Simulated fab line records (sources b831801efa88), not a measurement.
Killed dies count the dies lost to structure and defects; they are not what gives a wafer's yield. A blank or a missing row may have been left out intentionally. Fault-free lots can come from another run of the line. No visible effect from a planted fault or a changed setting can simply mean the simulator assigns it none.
A single fault, viewed from 2 desks / flow gf180mcu / each desk has only its own numbers; what lay behind them comes last

## DESK OF THE TOOL OWNER: cmp-02
The tool's own readings at GF_STI_CMP_25 (polishes, stops on Si3N4, t overpolish 33 s, target thk 524.6 nm): means of the sampled wafers that have a number, for each lot that ran on this tool. The brackets show how far a lot's mean lies from the usual mean; more than 4 standard deviations puts the lot out of limits, marked OUT.
Columns: A = edge_zone_pressure_frac at GF_STI_CMP_25, usual 0.999; B = head_pressure_psi at GF_STI_CMP_25, usual 3.999 psi; C = motor_current_A at GF_STI_CMP_25, usual 12.4 A; D = overpolish_run_s at GF_STI_CMP_25, usual 32.999 s; E = time_to_endpoint_s at GF_STI_CMP_25, usual 124 s
lot=L341; first seen here=day 2 04:05; A=0.999; B=3.985; C=12.0; D=32.996; E=123
lot=L343; first seen here=day 2 14:09; A=0.993; B=3.993; C=11.6; D=33.007; E=123
lot=L344; first seen here=day 2 19:25; A=0.997; B=3.998; C=12.6; D=32.998; E=123
lot=L346; first seen here=day 3 05:04; A=1.000; B=3.993; C=12.0; D=33.000; E=129
lot=L348; first seen here=day 3 17:40; A=1.004; B=3.994; C=12.4; D=32.990; E=134
lot=L364; first seen here=day 7 05:49; A=0.999; B=4.001; C=11.5; D=33.005; E=134
This desk found nothing out of limits on any of the 6 lots.

## FROM THE METROLOGY DESK
Means of the sampled wafers that have a number, per lot and without regard to the tool the lot ran on: this is what the gauges read. The brackets show how far a lot's mean lies from the usual mean; more than 4 standard deviations puts the lot out of limits, marked OUT.
Columns: A = STI_OXIDATION_01_THK at GF_STI_THK_MEAS_22, usual 14.97 nm; B = STI_CVD_23_THK at GF_STI_THK_MEAS_24, usual 653 nm; C = LVPWELL_OVL at GF_LVPWELL_OVL_MEAS_07, usual 0.4 nm
lot=L341; first seen here=day 2 03:50; A=15.15; B=654; C=-0.1
lot=L343; first seen here=day 2 13:53; A=14.91; B=653; C=-0.1
lot=L344; first seen here=day 2 19:08; A=15.09; B=643; C=-0.1
lot=L345; first seen here=day 3 00:57; A=14.70; B=655; C=0.7
lot=L346; first seen here=day 3 04:49; A=15.02; B=646; C=2.7
lot=L348; first seen here=day 3 17:11; A=15.41; B=658; C=0.5
lot=L349; first seen here=day 3 21:03; A=14.64; B=649; C=1.9
lot=L350; first seen here=day 4 01:29; A=14.85; B=662; C=-0.7
lot=L354; first seen here=day 5 00:01; A=15.07; B=662; C=-0.5
lot=L355; first seen here=day 5 03:26; A=15.35; B=655; C=-
lot=L356; first seen here=day 5 08:47; A=15.24; B=651; C=-
lot=L361; first seen here=day 6 12:30; A=15.09; B=666; C=0.7
lot=L362; first seen here=day 6 16:07; A=14.71; B=655; C=-0.1
lot=L364; first seen here=day 7 05:38; A=14.34; B=653; C=-1.5
This desk found nothing out of limits on any of the 14 lots.

## BROUGHT TOGETHER
The desk of the tool owner found nothing out of limits.
Metrology desk: nothing out of limits seen.

## WHAT THE SIMULATOR HAD PUT IN
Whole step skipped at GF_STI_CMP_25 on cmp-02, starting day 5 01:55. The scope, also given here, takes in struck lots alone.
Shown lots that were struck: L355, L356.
